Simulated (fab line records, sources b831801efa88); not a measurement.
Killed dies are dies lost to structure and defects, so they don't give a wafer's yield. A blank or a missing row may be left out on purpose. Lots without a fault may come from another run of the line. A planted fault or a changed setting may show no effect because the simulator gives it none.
A struck lot beside a sound one | flow sky130 | 22 steps out of a route of 708
Sound: wafers L417.1, L417.4, L417.5. Struck: wafer L420.6. (L420.1, L420.5 of the same lot were not struck and are left out.) The cause comes at the end.
At each step with rows: each side's tool, then ch and its chambers, then its first start. Under that, the readings that differ: sound wafers | struck wafers | difference of the means | sigmas: that difference in standard deviations of wafers without a fault.
alike: readings whose means differ by less than 2 such deviations, and words and numbers that are the same on both sides. not compared: withheld readings, readings that some wafer has no value for, bounds like >300 that may hide the same value, and numbers for which the record gives no deviation and whose values overlap.
The two part at a step that has a row with sigmas, a row that says differs or no value, or rows on one side only. Numbers that don't overlap but have no deviation are shown without sigmas and don't part them. A reading that every wafer of one side lacks parts them only if that side has two wafers or more.

first, 5 steps without rows for these wafers: SKY_VT_ADJUST_HVTP_COAT_02 (resist thk 1140 nm); SKY_VT_ADJUST_HVTP_SOFTBAKE_03 (time 60 s); SKY_VT_ADJUST_HVTP_EXPOSE_04 (exposes mask HVTPM, target cd 380 nm); SKY_VT_ADJUST_HVTP_PEB_05; SKY_VT_ADJUST_HVTP_DEVELOP_06 (develop time 60 s).
SKY_VT_ADJUST_HVTP_CD_MEAS_07: target cd 380 nm.
  sound on cd_sem-01, day 8 07:51; struck on cd_sem-02, day 9 11:17
  alike: cd_nm
SKY_VT_ADJUST_HVTP_OVL_MEAS_08:
  sound on overlay-02, day 8 07:58; struck on overlay-01, day 9 11:24
  alike: VT_ADJUST_HVTP_OVL
then, 1 step without rows for these wafers: SKY_VT_ADJUST_HVTP_IMPLANT_09.
SKY_VT_ADJUST_HVTP_STRIP_10: strips in O2/N2.
  sound on plasma_asher-03 ch 0,1, day 8 08:10; struck on plasma_asher-04 ch 0, day 9 11:35
  reading                      | sound             | struck | difference | sigmas
  strip_time_to_endpoint_s (s) | 14.24 14.29 14.22 | 14.09  | -0.16      | -4
  alike: chamber_pressure_mTorr, drypump_motor_current_A, oes_product_au
  not compared: rf_hours_counter_h
SKY_VT_ADJUST_HVTP_TW_MEAS_11:
  sound on film_metro-02, day 8 08:16; struck on film_metro-03, day 9 11:41
  alike: VT_ADJUST_HVTP_TW
then, 2 steps without rows for these wafers: SKY_VT_ADJUST_LVTN_DEHYDRATE_00 (time 60 s); SKY_VT_ADJUST_LVTN_HMDS_01 (prime time 60 s).
SKY_VT_ADJUST_LVTN_COAT_02: resist thk 3000 nm.
  sound on litho_track-01 ch 0, day 8 18:03; struck on litho_track-02 ch 0, day 9 22:19
  reading                                          | sound          | struck | difference | sigmas
  model.coat_of_VT_ADJUST_LVTN_COAT_02.thk_nm (nm) | 2991 2997 2990 | 2599   | -394       |
  alike: exhaust_pa
then, 3 steps without rows for these wafers: SKY_VT_ADJUST_LVTN_SOFTBAKE_03; SKY_VT_ADJUST_LVTN_EXPOSE_04 (exposes mask NWM COMPLEMENT LESS NATIVE, target cd 840 nm); SKY_VT_ADJUST_LVTN_PEB_05.
SKY_VT_ADJUST_LVTN_DEVELOP_06: develop time 60 s.
  sound on litho_track-01 ch 0; struck on litho_track-01 ch 0
  reading                                          | sound          | struck | difference | sigmas
  model.coat_of_VT_ADJUST_LVTN_COAT_02.thk_nm (nm) | 2986 2992 2986 | 2595   | -393       |
  alike: exhaust_pa
SKY_VT_ADJUST_LVTN_OVL_MEAS_07:
  sound on overlay-02, day 9 04:39; struck on overlay-02, day 10 10:00
  alike: VT_ADJUST_LVTN_OVL
then, 1 step without rows for these wafers: SKY_VT_ADJUST_LVTN_IMPLANT_08.
SKY_VT_ADJUST_LVTN_STRIP_09: strips in O2/N2.
  sound on plasma_asher-04 ch 0,1, day 9 04:50; struck on plasma_asher-03 ch 1, day 10 10:11
  reading                      | sound             | struck | difference | sigmas
  strip_time_to_endpoint_s (s) | 36.79 36.87 36.80 | 32.31  | -4.51      | -48
  alike: chamber_pressure_mTorr, drypump_motor_current_A, oes_product_au
  not compared: rf_hours_counter_h
SKY_VT_ADJUST_LVTN_TW_MEAS_10:
  sound on film_metro-04, day 9 04:56; struck on film_metro-02, day 10 10:17
  alike: VT_ADJUST_LVTN_TW
then, 1 step without rows for these wafers: SKY_PAD_OPEN_PROBE_99.

WHERE THEY PART
First at SKY_VT_ADJUST_HVTP_STRIP_10; last, within this record, at SKY_VT_ADJUST_LVTN_STRIP_09. Later steps at which nothing parts them and some readings are alike: SKY_VT_ADJUST_LVTN_TW_MEAS_10.

WHY: what the simulator had put in
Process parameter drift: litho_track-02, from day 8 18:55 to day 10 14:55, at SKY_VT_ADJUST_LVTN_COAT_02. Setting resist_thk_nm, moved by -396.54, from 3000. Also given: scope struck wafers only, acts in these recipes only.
